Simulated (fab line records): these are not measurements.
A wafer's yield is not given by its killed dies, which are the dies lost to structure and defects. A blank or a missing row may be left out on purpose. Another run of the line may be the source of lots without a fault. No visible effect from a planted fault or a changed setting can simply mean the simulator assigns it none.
Matching of chambers ; flow gf180mcu ; GF_V1_CVD_00 on hdpcvd-01: 3 sister chambers
The step deposits SiO2, target thk 600 nm, time 100 s. 3 wafers are shown with their chamber, then 7 later ones without.

## EACH WAFER AND ITS CHAMBER
wafer;chamber;sih4_flow_sccm (sccm)
L501.5;1;59.95
L502.1;2;59.93
L502.2;0;59.76

## WAFERS WITHOUT THEIR CHAMBER
wafer;sih4_flow_sccm (sccm)
L502.5;59.91
L506.2;59.84
L506.3;60.07
L506.4;60.09
L510.1;60.07
L510.3;60.24
L510.5;60.22

## WHICH CHAMBER EACH WENT THROUGH
wafer;from the rows above;in truth
L502.5;can't be placed: 2 or 1 or 0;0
L506.2;can't be placed: 0 or 2 or 1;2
L506.3;can't be placed: 1 or 2 or 0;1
L506.4;can't be placed: 1 or 2 or 0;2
L510.1;can't be placed: 1 or 2 or 0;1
L510.3;can't be placed: 1 or 2 or 0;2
L510.5;can't be placed: 1 or 2 or 0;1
Correct placement for 0 of the 7. Can't be placed from these rows: 7 (the true chamber is among the candidates in 7). Wrongly placed: 0.
How it was worked out, from the rows above alone: a wafer's distance from a chamber is the root of the sum, over the readings, of the square of ((its reading less the chamber's mean) divided by the reading's scatter). The wafer belongs to the nearest chamber; if the next one is less than 2 further off, it can't be placed. For every chamber, the mean is computed from those of its wafers that are shown. The scatter (one wafer shown for each chamber): square how far every hidden wafer sits from the nearest shown wafer, average those squares and take the square root.
